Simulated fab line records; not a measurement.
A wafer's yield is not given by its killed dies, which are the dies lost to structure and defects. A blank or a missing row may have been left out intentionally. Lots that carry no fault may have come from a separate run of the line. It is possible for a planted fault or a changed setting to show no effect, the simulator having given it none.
fab line records / flow sky130
record lots=6 wafers=18 last-day=50
route steps=708 shown LI_CONTACT@365 PAD_OPEN@708
lots that met no fault: taken from a fault-free run of the same line
start-h: start of the lot's first displayed wafer, in hours after the record's first day / wait-h: how many hours have passed since the lot's step before this one / " repeats the value in the row above / L1.1+2: several wafers, shown together as one row / - no value, or no start was given / * or withheld: withheld / < > ~ a bound
route shown NAME@n: names a module that has steps shown in the file, with the first one's number in the route / usual: average and standard deviation across the fault-free wafers / same: alike in all rows / chamber/n: place in a boat / sites: the reading at each site / _std_site: standard deviation across them / _edge_site: the outer-site mean with the inner-site mean subtracted / radius-mm: for every site, how far away it sits from the centre of the wafer / mask NAME#n: copy n / behind: the most recent tool/chamber to have shaped the wafer / hold: what put the lot on hold/how long, in hours/how the hold closed / device: whichever transistor did not switch (one of n, p or np) / end of line: at the end of the route, the tests of the same wafers / a step given without rows: its recipe and nothing more / killed: not the wafer's yield, but the dies lost to structure and defects at the first sort / map: the dies of a wafer, with x for killed, . for not killed, _ for no die there
set.NAME: the setting as run; set.NAME@STEP: as run at that earlier step / model.NAME: the simulator's own value behind a step, which no gauge read
a table for each step, a row for each wafer; lots at some steps of the route
services: the hour from which a tool's chamber was out of use, counted from the record's first day as start-h (under 0 if before that day), plus the number of hours and why
## steps
# step SKY_LI_CONTACT_BOW_MEAS_03
# recipe mode=bow
# usual LI_CONTACT_BOW=56/7
lot.wafer=L326.2 tool=film-metro-04 chamber=- start-h=670.55 wait-h=0.2 LI_CONTACT_BOW[um]=44
lot.wafer=L326.3 tool=film-metro-04 chamber=- start-h=670.55 wait-h=0.2 LI_CONTACT_BOW[um]=61
lot.wafer=L326.5 tool=film-metro-04 chamber=- start-h=670.55 wait-h=0.2 LI_CONTACT_BOW[um]=53
lot.wafer=L331.2 tool=film-metro-02 chamber=- start-h=713.49 wait-h=0.2 LI_CONTACT_BOW[um]=57
lot.wafer=L331.3 tool=film-metro-02 chamber=- start-h=713.49 wait-h=0.2 LI_CONTACT_BOW[um]=59
lot.wafer=L331.5 tool=film-metro-02 chamber=- start-h=713.49 wait-h=0.2 LI_CONTACT_BOW[um]=48
lot.wafer=L334.1 tool=film-metro-04 chamber=- start-h=735.82 wait-h=0.1 LI_CONTACT_BOW[um]=59
lot.wafer=L334.3 tool=film-metro-04 chamber=- start-h=735.82 wait-h=0.1 LI_CONTACT_BOW[um]=55
lot.wafer=L334.6 tool=film-metro-04 chamber=- start-h=735.82 wait-h=0.1 LI_CONTACT_BOW[um]=66
lot.wafer=L343.3 tool=film-metro-02 chamber=- start-h=809.75 wait-h=0.3 LI_CONTACT_BOW[um]=47
lot.wafer=L343.5 tool=film-metro-02 chamber=- start-h=809.75 wait-h=0.3 LI_CONTACT_BOW[um]=49
lot.wafer=L343.6 tool=film-metro-02 chamber=- start-h=809.75 wait-h=0.3 LI_CONTACT_BOW[um]=55
lot.wafer=L345.1 tool=film-metro-04 chamber=- start-h=824.67 wait-h=0.1 LI_CONTACT_BOW[um]=58
lot.wafer=L345.3 tool=film-metro-04 chamber=- start-h=824.67 wait-h=0.1 LI_CONTACT_BOW[um]=55
lot.wafer=L345.5 tool=film-metro-04 chamber=- start-h=824.67 wait-h=0.1 LI_CONTACT_BOW[um]=59
lot.wafer=L346.2 tool=film-metro-04 chamber=- start-h=836.40 wait-h=0.1 LI_CONTACT_BOW[um]=72
lot.wafer=L346.3 tool=film-metro-04 chamber=- start-h=836.40 wait-h=0.1 LI_CONTACT_BOW[um]=44
lot.wafer=L346.6 tool=film-metro-04 chamber=- start-h=836.40 wait-h=0.1 LI_CONTACT_BOW[um]=61
# step SKY_LI_CONTACT_DEHYDRATE_04
# recipe temp-c=200 time-s=60
# step SKY_LI_CONTACT_HMDS_05
# recipe prime-time-s=60 prime-temp-c=120
# step SKY_LI_CONTACT_COAT_06
# recipe resist=BARC temp-c=withheld time-s=withheld spin-rpm=3000 resist-thk-nm=60
# step SKY_LI_CONTACT_COAT_07
# recipe resist=KrF-thick spin-rpm=3000 resist-thk-nm=450
# step SKY_LI_CONTACT_SOFTBAKE_08
# recipe temp-c=100 time-s=90 resist=KrF-thick
# step SKY_LI_CONTACT_EXPOSE_09
# recipe mask-id=LICM1 na=0.8 source-shape=annular sigma-inner=0.55 sigma-outer=0.85 target-cd-nm=170 dose-mj=38
# step SKY_LI_CONTACT_PEB_10
# recipe peb-temp-c=withheld peb-time-s=withheld resist=KrF-thick
# step SKY_LI_CONTACT_DEVELOP_11
# recipe develop-time-s=60 resist=KrF-thick dev-temp-c=21
# step SKY_LI_CONTACT_CD_MEAS_12
# recipe target-cd-nm=170
# usual cd-nm=170.6/1.4
lot.wafer=L326.2 tool=cd-sem-01 chamber=- start-h=699.37 wait-h=- cd-nm=170.9
lot.wafer=L326.3 tool=cd-sem-01 chamber=- start-h=699.37 wait-h=- cd-nm=171.6
lot.wafer=L326.5 tool=cd-sem-01 chamber=- start-h=699.37 wait-h=- cd-nm=170.9
lot.wafer=L331.2 tool=cd-sem-01 chamber=- start-h=741.51 wait-h=- cd-nm=170.7
lot.wafer=L331.3 tool=cd-sem-01 chamber=- start-h=741.51 wait-h=- cd-nm=172.3
lot.wafer=L331.5 tool=cd-sem-01 chamber=- start-h=741.51 wait-h=- cd-nm=174.5
lot.wafer=L334.1 tool=cd-sem-01 chamber=- start-h=763.19 wait-h=- cd-nm=171.6
lot.wafer=L334.3 tool=cd-sem-01 chamber=- start-h=763.19 wait-h=- cd-nm=170.9
lot.wafer=L334.6 tool=cd-sem-01 chamber=- start-h=763.19 wait-h=- cd-nm=171.8
lot.wafer=L343.3 tool=cd-sem-01 chamber=- start-h=835.69 wait-h=- cd-nm=170.7
lot.wafer=L343.5 tool=cd-sem-01 chamber=- start-h=835.69 wait-h=- cd-nm=171.7
lot.wafer=L343.6 tool=cd-sem-01 chamber=- start-h=835.69 wait-h=- cd-nm=171.6
lot.wafer=L345.1 tool=cd-sem-01 chamber=- start-h=851.05 wait-h=- cd-nm=172.4
lot.wafer=L345.3 tool=cd-sem-01 chamber=- start-h=851.05 wait-h=- cd-nm=173.5
lot.wafer=L345.5 tool=cd-sem-01 chamber=- start-h=851.05 wait-h=- cd-nm=172.4
lot.wafer=L346.2 tool=cd-sem-01 chamber=- start-h=862.01 wait-h=- cd-nm=168.8
lot.wafer=L346.3 tool=cd-sem-01 chamber=- start-h=862.01 wait-h=- cd-nm=170.2
lot.wafer=L346.6 tool=cd-sem-01 chamber=- start-h=862.01 wait-h=- cd-nm=169.5
# step SKY_LI_CONTACT_OVL_MEAS_13
# usual LI_CONTACT_OVL=-2/4.9
lot.wafer=L326.2 tool=overlay-01 chamber=- start-h=699.48 wait-h=0.1 LI_CONTACT_OVL[nm]=4
lot.wafer=L326.3 tool=overlay-01 chamber=- start-h=699.48 wait-h=0.1 LI_CONTACT_OVL[nm]=3
lot.wafer=L326.5 tool=overlay-01 chamber=- start-h=699.48 wait-h=0.1 LI_CONTACT_OVL[nm]=-1
lot.wafer=L331.2 tool=overlay-01 chamber=- start-h=741.61 wait-h=0.1 LI_CONTACT_OVL[nm]=1
lot.wafer=L331.3 tool=overlay-01 chamber=- start-h=741.61 wait-h=0.1 LI_CONTACT_OVL[nm]=0
lot.wafer=L331.5 tool=overlay-01 chamber=- start-h=741.61 wait-h=0.1 LI_CONTACT_OVL[nm]=-3
lot.wafer=L334.1 tool=overlay-01 chamber=- start-h=763.31 wait-h=0.1 LI_CONTACT_OVL[nm]=-3
lot.wafer=L334.3 tool=overlay-01 chamber=- start-h=763.31 wait-h=0.1 LI_CONTACT_OVL[nm]=-3
lot.wafer=L334.6 tool=overlay-01 chamber=- start-h=763.31 wait-h=0.1 LI_CONTACT_OVL[nm]=-6
lot.wafer=L343.3 tool=overlay-01 chamber=- start-h=835.78 wait-h=0.1 LI_CONTACT_OVL[nm]=-12
lot.wafer=L343.5 tool=overlay-01 chamber=- start-h=835.78 wait-h=0.1 LI_CONTACT_OVL[nm]=-10
lot.wafer=L343.6 tool=overlay-01 chamber=- start-h=835.78 wait-h=0.1 LI_CONTACT_OVL[nm]=-12
lot.wafer=L345.1 tool=overlay-01 chamber=- start-h=851.17 wait-h=0.1 LI_CONTACT_OVL[nm]=4
lot.wafer=L345.3 tool=overlay-01 chamber=- start-h=851.17 wait-h=0.1 LI_CONTACT_OVL[nm]=-6
lot.wafer=L345.5 tool=overlay-01 chamber=- start-h=851.17 wait-h=0.1 LI_CONTACT_OVL[nm]=-1
lot.wafer=L346.2 tool=overlay-02 chamber=- start-h=862.11 wait-h=0.1 LI_CONTACT_OVL[nm]=-9
lot.wafer=L346.3 tool=overlay-02 chamber=- start-h=862.11 wait-h=0.1 LI_CONTACT_OVL[nm]=2
lot.wafer=L346.6 tool=overlay-02 chamber=- start-h=862.11 wait-h=0.1 LI_CONTACT_OVL[nm]=-4
# step SKY_LI_CONTACT_ETCH_14
# recipe chemistry=N2/H2 target=BARC ion-energy-ev=200 source-w=500 bias-w=100 pressure-mtorr=30 n2-flow-sccm=100 h2-flow-sccm=200 stop-on=SiO2 time-s=45.9 target-depth-a=600
# usual bias-w=100.01/0.27 drypump-motor-current-A=5.8/0.48 oes-product-au=0.855/0.0048 throttle-valve-pct=13.225/0.0087
lot.wafer=L326.2 tool=rie-diel-01 chamber=1 start-h=699.51 wait-h=0.0 bias-w=100.15 drypump-motor-current-A=6.4 oes-product-au=0.860 rf-hours-counter-h=21 throttle-valve-pct=13.227
lot.wafer=L326.3 tool=rie-diel-01 chamber=3 start-h=699.51 wait-h=0.0 bias-w=100.20 drypump-motor-current-A=5.8 oes-product-au=0.858 rf-hours-counter-h=5 throttle-valve-pct=13.219
lot.wafer=L326.5 tool=rie-diel-01 chamber=1 start-h=699.51 wait-h=0.0 bias-w=100.41 drypump-motor-current-A=6.4 oes-product-au=0.858 rf-hours-counter-h=- throttle-valve-pct=13.230
lot.wafer=L331.2 tool=rie-diel-02 chamber=2 start-h=741.64 wait-h=0.0 bias-w=99.76 drypump-motor-current-A=5.7 oes-product-au=0.851 rf-hours-counter-h=14 throttle-valve-pct=13.226
lot.wafer=L331.3 tool=rie-diel-02 chamber=1 start-h=741.64 wait-h=0.0 bias-w=100.17 drypump-motor-current-A=5.2 oes-product-au=0.856 rf-hours-counter-h=8 throttle-valve-pct=13.223
lot.wafer=L331.5 tool=rie-diel-02 chamber=3 start-h=741.64 wait-h=0.0 bias-w=99.99 drypump-motor-current-A=6.1 oes-product-au=0.850 rf-hours-counter-h=- throttle-valve-pct=13.225
lot.wafer=L334.1 tool=rie-diel-02 chamber=2 start-h=763.34 wait-h=0.0 bias-w=100.47 drypump-motor-current-A=5.8 oes-product-au=0.853 rf-hours-counter-h=15 throttle-valve-pct=13.223
lot.wafer=L334.3 tool=rie-diel-02 chamber=3 start-h=763.34 wait-h=0.0 bias-w=99.92 drypump-motor-current-A=6.2 oes-product-au=0.851 rf-hours-counter-h=1 throttle-valve-pct=13.212
lot.wafer=L334.6 tool=rie-diel-02 chamber=2 start-h=763.34 wait-h=0.0 bias-w=100.43 drypump-motor-current-A=5.8 oes-product-au=0.853 rf-hours-counter-h=- throttle-valve-pct=13.230
lot.wafer=L343.3 tool=rie-diel-04 chamber=2 start-h=835.81 wait-h=0.0 bias-w=100.32 drypump-motor-current-A=5.6 oes-product-au=0.852 rf-hours-counter-h=11 throttle-valve-pct=13.214
lot.wafer=L343.5 tool=rie-diel-04 chamber=1 start-h=835.81 wait-h=0.0 bias-w=100.35 drypump-motor-current-A=6.3 oes-product-au=0.846 rf-hours-counter-h=- throttle-valve-pct=13.245
lot.wafer=L343.6 tool=rie-diel-04 chamber=2 start-h=835.81 wait-h=0.0 bias-w=99.85 drypump-motor-current-A=5.6 oes-product-au=0.850 rf-hours-counter-h=- throttle-valve-pct=13.231
lot.wafer=L345.1 tool=rie-diel-04 chamber=3 start-h=851.21 wait-h=0.0 bias-w=100.30 drypump-motor-current-A=5.9 oes-product-au=0.855 rf-hours-counter-h=7 throttle-valve-pct=13.230
lot.wafer=L345.3 tool=rie-diel-04 chamber=2 start-h=851.21 wait-h=0.0 bias-w=99.92 drypump-motor-current-A=5.6 oes-product-au=0.844 rf-hours-counter-h=11 throttle-valve-pct=13.215
lot.wafer=L345.5 tool=rie-diel-04 chamber=0 start-h=851.21 wait-h=0.0 bias-w=99.40 drypump-motor-current-A=6.5 oes-product-au=0.852 rf-hours-counter-h=- throttle-valve-pct=13.233
lot.wafer=L346.2 tool=rie-diel-02 chamber=1 start-h=862.14 wait-h=0.0 bias-w=100.14 drypump-motor-current-A=5.2 oes-product-au=0.857 rf-hours-counter-h=11 throttle-valve-pct=13.230
lot.wafer=L346.3 tool=rie-diel-02 chamber=3 start-h=862.14 wait-h=0.0 bias-w=99.66 drypump-motor-current-A=6.1 oes-product-au=0.864 rf-hours-counter-h=4 throttle-valve-pct=13.223
lot.wafer=L346.6 tool=rie-diel-02 chamber=2 start-h=862.14 wait-h=0.0 bias-w=100.33 drypump-motor-current-A=5.8 oes-product-au=0.852 rf-hours-counter-h=- throttle-valve-pct=13.236
# step SKY_LI_CONTACT_ETCH_15
# recipe target=PSG chemistry=C4F8/O2/Ar stop-on=Si taper-deg=4.15 mask-material=KrF-thick source-w=1500 bias-w=1200 pressure-mtorr=40 c4f8-flow-sccm=withheld O2_flow_sccm=6 Ar_flow_sccm=300 time-s=withheld target-depth-a=6000
# usual bias-w=1200/3 oes-product-au=0.837/0.0046
lot.wafer=L326.2 tool=rie-diel-01 chamber=1 start-h=699.55 wait-h=0.0 bias-w=1198 oes-product-au=0.838 model.KrF-thick_of_LI_CONTACT_COAT_07.thk-nm=234.9
lot.wafer=L326.3 tool=rie-diel-01 chamber=3 start-h=699.55 wait-h=0.0 bias-w=1201 oes-product-au=0.833 model.KrF-thick_of_LI_CONTACT_COAT_07.thk-nm=235.6
lot.wafer=L326.5 tool=rie-diel-01 chamber=1 start-h=699.55 wait-h=0.0 bias-w=1196 oes-product-au=0.838 model.KrF-thick_of_LI_CONTACT_COAT_07.thk-nm=236.1
lot.wafer=L331.2 tool=rie-diel-02 chamber=2 start-h=741.69 wait-h=0.0 bias-w=1070 oes-product-au=0.841 model.KrF-thick_of_LI_CONTACT_COAT_07.thk-nm=236.2
lot.wafer=L331.3 tool=rie-diel-02 chamber=1 start-h=741.69 wait-h=0.0 bias-w=1076 oes-product-au=0.837 model.KrF-thick_of_LI_CONTACT_COAT_07.thk-nm=235
lot.wafer=L331.5 tool=rie-diel-02 chamber=3 start-h=741.69 wait-h=0.0 bias-w=1069 oes-product-au=0.839 model.KrF-thick_of_LI_CONTACT_COAT_07.thk-nm=236.9
lot.wafer=L334.1 tool=rie-diel-02 chamber=2 start-h=763.39 wait-h=0.0 bias-w=1071 oes-product-au=0.843 model.KrF-thick_of_LI_CONTACT_COAT_07.thk-nm=238.1
lot.wafer=L334.3 tool=rie-diel-02 chamber=3 start-h=763.39 wait-h=0.0 bias-w=1067 oes-product-au=0.824 model.KrF-thick_of_LI_CONTACT_COAT_07.thk-nm=239.2
lot.wafer=L334.6 tool=rie-diel-02 chamber=2 start-h=763.39 wait-h=0.0 bias-w=1071 oes-product-au=0.840 model.KrF-thick_of_LI_CONTACT_COAT_07.thk-nm=238
lot.wafer=L343.3 tool=rie-diel-04 chamber=2 start-h=835.85 wait-h=0.0 bias-w=1201 oes-product-au=0.833 model.KrF-thick_of_LI_CONTACT_COAT_07.thk-nm=226.6
lot.wafer=L343.5 tool=rie-diel-04 chamber=1 start-h=835.85 wait-h=0.0 bias-w=1200 oes-product-au=0.830 model.KrF-thick_of_LI_CONTACT_COAT_07.thk-nm=231.1
lot.wafer=L343.6 tool=rie-diel-04 chamber=2 start-h=835.85 wait-h=0.0 bias-w=1199 oes-product-au=0.834 model.KrF-thick_of_LI_CONTACT_COAT_07.thk-nm=228.2
lot.wafer=L345.1 tool=rie-diel-04 chamber=3 start-h=851.25 wait-h=0.0 bias-w=1198 oes-product-au=0.841 model.KrF-thick_of_LI_CONTACT_COAT_07.thk-nm=231.1
lot.wafer=L345.3 tool=rie-diel-04 chamber=2 start-h=851.25 wait-h=0.0 bias-w=1201 oes-product-au=0.842 model.KrF-thick_of_LI_CONTACT_COAT_07.thk-nm=229
lot.wafer=L345.5 tool=rie-diel-04 chamber=0 start-h=851.25 wait-h=0.0 bias-w=1197 oes-product-au=0.838 model.KrF-thick_of_LI_CONTACT_COAT_07.thk-nm=229.4
lot.wafer=L346.2 tool=rie-diel-02 chamber=1 start-h=862.19 wait-h=0.0 bias-w=1196 oes-product-au=0.833 model.KrF-thick_of_LI_CONTACT_COAT_07.thk-nm=229.5
lot.wafer=L346.3 tool=rie-diel-02 chamber=3 start-h=862.19 wait-h=0.0 bias-w=1197 oes-product-au=0.840 model.KrF-thick_of_LI_CONTACT_COAT_07.thk-nm=229.5
lot.wafer=L346.6 tool=rie-diel-02 chamber=2 start-h=862.19 wait-h=0.0 bias-w=1196 oes-product-au=0.843 model.KrF-thick_of_LI_CONTACT_COAT_07.thk-nm=228.6
# step SKY_LI_CONTACT_STRIP_16
# recipe chemistry=O2/N2 power-w=1400 pressure-mtorr=1500 platen-temp-c=withheld o2-flow-sccm=3000 n2-flow-sccm=300 overash-fraction=0.5
# usual drypump-motor-current-A=5.6/0.36 o2-flow-sccm=3000/7.5 oes-product-au=0.377/0.0043 strip-time-to-endpoint-s=3.507/0.024
# same overash-fraction=0.5
lot.wafer=L326.2 tool=plasma-asher-02 chamber=1 start-h=699.64 wait-h=- drypump-motor-current-A=6.0 o2-flow-sccm=2991 oes-product-au=0.374 rf-hours-counter-h=27 strip-time-to-endpoint-s=3.518
lot.wafer=L326.3 tool=plasma-asher-02 chamber=1 start-h=699.64 wait-h=- drypump-motor-current-A=6.0 o2-flow-sccm=3001 oes-product-au=0.380 rf-hours-counter-h=- strip-time-to-endpoint-s=3.532
lot.wafer=L326.5 tool=plasma-asher-02 chamber=1 start-h=699.64 wait-h=- drypump-motor-current-A=6.0 o2-flow-sccm=3001 oes-product-au=0.379 rf-hours-counter-h=- strip-time-to-endpoint-s=3.551
lot.wafer=L331.2 tool=plasma-asher-04 chamber=1 start-h=741.77 wait-h=- drypump-motor-current-A=5.1 o2-flow-sccm=3004 oes-product-au=0.368 rf-hours-counter-h=89 strip-time-to-endpoint-s=3.547
lot.wafer=L331.3 tool=plasma-asher-04 chamber=1 start-h=741.77 wait-h=- drypump-motor-current-A=5.1 o2-flow-sccm=3002 oes-product-au=0.381 rf-hours-counter-h=- strip-time-to-endpoint-s=3.526
lot.wafer=L331.5 tool=plasma-asher-04 chamber=0 start-h=741.77 wait-h=- drypump-motor-current-A=5.2 o2-flow-sccm=2996 oes-product-au=0.374 rf-hours-counter-h=- strip-time-to-endpoint-s=3.536
lot.wafer=L334.1 tool=plasma-asher-01 chamber=1 start-h=763.47 wait-h=- drypump-motor-current-A=5.4 o2-flow-sccm=3006 oes-product-au=0.375 rf-hours-counter-h=62 strip-time-to-endpoint-s=3.546
lot.wafer=L334.3 tool=plasma-asher-01 chamber=1 start-h=763.47 wait-h=- drypump-motor-current-A=5.4 o2-flow-sccm=3005 oes-product-au=0.380 rf-hours-counter-h=- strip-time-to-endpoint-s=3.583
lot.wafer=L334.6 tool=plasma-asher-01 chamber=0 start-h=763.47 wait-h=- drypump-motor-current-A=5.2 o2-flow-sccm=2996 oes-product-au=0.377 rf-hours-counter-h=- strip-time-to-endpoint-s=3.570
lot.wafer=L343.3 tool=plasma-asher-04 chamber=1 start-h=835.97 wait-h=- drypump-motor-current-A=5.1 o2-flow-sccm=2998 oes-product-au=0.372 rf-hours-counter-h=- strip-time-to-endpoint-s=3.430
lot.wafer=L343.5 tool=plasma-asher-04 chamber=0 start-h=835.97 wait-h=- drypump-motor-current-A=5.2 o2-flow-sccm=3004 oes-product-au=0.381 rf-hours-counter-h=- strip-time-to-endpoint-s=3.479
lot.wafer=L343.6 tool=plasma-asher-04 chamber=1 start-h=835.97 wait-h=- drypump-motor-current-A=5.1 o2-flow-sccm=2997 oes-product-au=0.374 rf-hours-counter-h=- strip-time-to-endpoint-s=3.471
lot.wafer=L345.1 tool=plasma-asher-01 chamber=1 start-h=851.34 wait-h=- drypump-motor-current-A=5.3 o2-flow-sccm=2997 oes-product-au=0.374 rf-hours-counter-h=70 strip-time-to-endpoint-s=3.508
lot.wafer=L345.3 tool=plasma-asher-01 chamber=0 start-h=851.34 wait-h=- drypump-motor-current-A=5.2 o2-flow-sccm=2998 oes-product-au=0.375 rf-hours-counter-h=- strip-time-to-endpoint-s=3.457
lot.wafer=L345.5 tool=plasma-asher-01 chamber=0 start-h=851.34 wait-h=- drypump-motor-current-A=5.2 o2-flow-sccm=3001 oes-product-au=0.379 rf-hours-counter-h=- strip-time-to-endpoint-s=3.474
lot.wafer=L346.2 tool=plasma-asher-01 chamber=0 start-h=862.27 wait-h=- drypump-motor-current-A=5.3 o2-flow-sccm=2996 oes-product-au=0.371 rf-hours-counter-h=71 strip-time-to-endpoint-s=3.472
lot.wafer=L346.3 tool=plasma-asher-01 chamber=0 start-h=862.27 wait-h=- drypump-motor-current-A=5.2 o2-flow-sccm=3010 oes-product-au=0.373 rf-hours-counter-h=- strip-time-to-endpoint-s=3.481
lot.wafer=L346.6 tool=plasma-asher-01 chamber=0 start-h=862.27 wait-h=- drypump-motor-current-A=5.2 o2-flow-sccm=3003 oes-product-au=0.372 rf-hours-counter-h=- strip-time-to-endpoint-s=3.482
# step SKY_PAD_OPEN_PROBE_99
# usual killed_at_M0_to_M3=44/7 killed_at_M4_up=3.2/1.8 killed-at-contacts=24/5.1 killed-at-front-end=15/4.3 killed-at-other=0.3/0.5 killed-dies=86/9.6 killed-open=48/7.1 killed-short=38/6.7
# same gross-dies=492 killed-at-back-side=0
lot.wafer=L331.2 tool=prober-01 chamber=- start-h=1124.31 wait-h=0.1 killed_at_M0_to_M3=39 killed_at_M4_up=6 killed-at-contacts=21 killed-at-front-end=18 killed-at-other=0 killed-dies=84 killed-open=58 killed-short=25
lot.wafer=L331.3 tool=prober-01 chamber=- start-h=1124.36 wait-h=0.2 killed_at_M0_to_M3=39 killed_at_M4_up=4 killed-at-contacts=26 killed-at-front-end=19 killed-at-other=0 killed-dies=88 killed-open=54 killed-short=33
# killed by level:class
L331.2 VIA1:geometric-particle:open=14 LI_CONTACT:geometric-particle:open=9 CONTACT:geometric-particle:open=9 VIA3:geometric-particle:open=8 FIELD_ISO:geometric-particle:open=6 VIA2:geometric-particle:open=6 FIELD_ISO:geometric-particle:short=4 METAL4:geometric-particle:short=4
L331.3 CONTACT:geometric-particle:open=13 VIA1:geometric-particle:open=12 LI_CONTACT:geometric-particle:open=6 METAL2:geometric-particle:short=5 FIELD_ISO:geometric-particle:short=5 FIELD_ISO:geometric-particle:open=5 POLY_GATE:geometric-particle:open=5 VIA2:geometric-particle:open=4
## services
tool=plasma-asher-04 chamber=- start-h=681.56 hours=2.1 kind=repair
tool=rie-diel-02 chamber=3 start-h=714.93 hours=- kind=clean
tool=rie-diel-02 chamber=3 start-h=714.93 hours=14.0 kind=scheduled-down
tool=rie-diel-02 chamber=3 start-h=714.93 hours=14.0 kind=vent-cycle
tool=plasma-asher-04 chamber=- start-h=749.36 hours=3.9 kind=repair
tool=rie-diel-02 chamber=1 start-h=758.26 hours=6.6 kind=repair
tool=rie-diel-04 chamber=0 start-h=765.33 hours=3.4 kind=repair
tool=rie-diel-04 chamber=- start-h=777.10 hours=0.4 kind=repair
tool=rie-diel-02 chamber=- start-h=784.98 hours=0.4 kind=repair
tool=rie-diel-02 chamber=- start-h=788.67 hours=2.8 kind=pm
tool=rie-diel-01 chamber=3 start-h=820.67 hours=13.5 kind=repair
tool=rie-diel-04 chamber=- start-h=832.40 hours=0.5 kind=repair
tool=rie-diel-04 chamber=3 start-h=836.78 hours=2.6 kind=repair
tool=rie-diel-04 chamber=1 start-h=843.52 hours=1.7 kind=repair
## key
first-sign step=SKY_LI_CONTACT_ETCH_15 reading=bias-w direction=down sigmas=42 usual=1200 struck=1071
effect none on later readings
model-effect step=SKY_LI_CONTACT_ETCH_15 value=KrF-thick_of_LI_CONTACT_COAT_07.thk-nm without=231.7 struck=237.2
met-at SKY_LI_CONTACT_ETCH_15
struck-wafers L331.2,L331.3,L331.5,L334.1,L334.3,L334.6
tester-left-out L331,L334
fault kind=process-parameter-drift tool=rie-diel-02 chamber=- onset-h=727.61 steps=SKY_LI_CONTACT_ETCH_15 channel=bias-w offset=-128.22 shape=step end-h=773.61 acts-in=these-recipes-only stated=1200
# tester-left-out: of these lots the tester's yield and bins aren't shown, on N5 and GAA mostly nor the transistor test; their killed dies are dies lost to structure and defects alone, not to doping, threshold or leakage, so they don't give the yield
